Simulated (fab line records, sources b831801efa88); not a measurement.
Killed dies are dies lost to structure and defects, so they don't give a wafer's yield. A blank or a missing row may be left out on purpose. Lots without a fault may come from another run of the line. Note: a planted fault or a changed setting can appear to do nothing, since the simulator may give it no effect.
Struck lot and sound lot, side by side / flow sky130 / 23 steps out of a route of 708
Sound: the wafers L191.2, L191.3, L191.6. Wafers L193.2, L193.3, L193.4 were the ones struck. The cause comes at the end.
At each step with rows: each side's tool, then ch and its chambers, then its first start. Under that, the readings that differ: sound wafers / struck wafers / difference of the means / sigmas: that difference in standard deviations of wafers without a fault.
alike: readings with means less than 2 such deviations apart, plus words and numbers identical on both sides. not compared: withheld readings, readings lacking a value on some wafer, bounds such as >300 that could conceal the same value, and numbers that have no deviation in the record and whose values overlap.
The two part at a step that has a row with sigmas, a row that says differs or no value, or rows on one side only. Numbers that don't overlap but have no deviation are shown without sigmas and don't part them. A reading that every wafer of one side lacks parts them only if that side has two wafers or more.

SKY_PASSIVATION_CVD_00: deposits SiO2, target thk 90 nm.
  sound on pecvd-02 ch 0,1, day 43 17:27; struck on pecvd-01 ch 0,2, day 44 06:23
  alike: heater power w
SKY_PASSIVATION_THK_MEAS_01:
  struck on film metro-02, day 44 06:25; sound on film metro-01, day 43 17:29
  alike: PASSIVATION_CVD_00_THK
SKY_PASSIVATION_CVD_02: deposits Si3N4, target thk 540 nm.
  sound on pecvd-01 ch 0, day 43 17:32; struck on pecvd-02 ch 0,1, day 44 06:28
  alike: heater power w
SKY_PASSIVATION_THK_MEAS_03:
  struck on film metro-01, day 44 06:42; sound on film metro-03, day 43 17:53
  alike: PASSIVATION_CVD_02_THK
then, 7 steps without rows for these wafers: SKY_PASSIVATION_DEHYDRATE_04 (time 60 s); SKY_PASSIVATION_HMDS_05 (prime time 60 s); SKY_PASSIVATION_COAT_06 (resist thk 3000 nm); SKY_PASSIVATION_SOFTBAKE_07; SKY_PASSIVATION_EXPOSE_08 (exposes mask NSM, target cd 3000 nm); SKY_PASSIVATION_PEB_09; SKY_PASSIVATION_DEVELOP_10 (develop time 60 s).
SKY_PASSIVATION_ETCH_11: etches the open film in CF4/O2, stops on AlCu, target depth 725 nm, time 161.1 s.
  sound on rie diel-03 ch 2,3, day 44 15:07; struck on rie diel-04 ch 0,1,3, day 45 04:13
  alike: drypump motor current A, oes product au, throttle valve pct
  not compared: rf hours counter h
SKY_PASSIVATION_STRIP_12: strips in O2/N2.
  sound on plasma asher-02 ch 0, day 44 15:13; struck on plasma asher-04 ch 0,1, day 45 04:20
  no value came back on the struck wafers for chamber pressure mTorr (mTorr), drypump motor current A (A), oes product au (a.u.), strip time to endpoint s (s); on the sound wafers chamber pressure mTorr (mTorr) reads 1499.7 1498.4 1501.5
reading=model.coat_of_PASSIVATION_COAT_06.thk nm (nm); sound=0 0 0; struck=2510 2510 2508; difference=+2509; sigmas=
  not compared: rf hours counter h
then, 7 steps without rows for these wafers: SKY_PAD_OPEN_DEHYDRATE_00 (time 60 s); SKY_PAD_OPEN_HMDS_01 (prime time 60 s); SKY_PAD_OPEN_COAT_02 (resist thk 3000 nm); SKY_PAD_OPEN_SOFTBAKE_03; SKY_PAD_OPEN_EXPOSE_04 (exposes mask PDM, target cd 60000 nm); SKY_PAD_OPEN_PEB_05; SKY_PAD_OPEN_DEVELOP_06 (develop time 60 s).
SKY_PAD_OPEN_ETCH_07: etches the open film in CF4/O2, stops on AlCu, target depth 725 nm, time 161.1 s.
  sound on rie diel-03 ch 1,2,3, day 45 12:58; struck on rie diel-02 ch 0,1,2, day 46 01:04
  alike: drypump motor current A, oes product au, throttle valve pct
  not compared: rf hours counter h
SKY_PAD_OPEN_STRIP_08: strips in O2/N2.
  sound on plasma asher-01 ch 0, day 45 13:04; struck on plasma asher-01 ch 0,1, day 46 01:10
reading=oes product au (a.u.); sound=0.663 0.672 0.667; struck=0.691 0.700 0.692; difference=+0.027; sigmas=+6
reading=strip time to endpoint s (s); sound=37.04 37.12 37.06; struck=74.08 74.02 74.07; difference=+36.98; sigmas=+99 or more
  alike: chamber pressure mTorr, drypump motor current A
  not compared: rf hours counter h
then, 1 step without rows for these wafers: SKY_PAD_OPEN_STRIP_09 (strips in post etch residue remover, time 1200 s).

== WHERE THEY PART ==
Last at SKY_PAD_OPEN_STRIP_08 as far as this record goes, first at SKY_PASSIVATION_STRIP_12.

WHY: whatever the simulator had introduced
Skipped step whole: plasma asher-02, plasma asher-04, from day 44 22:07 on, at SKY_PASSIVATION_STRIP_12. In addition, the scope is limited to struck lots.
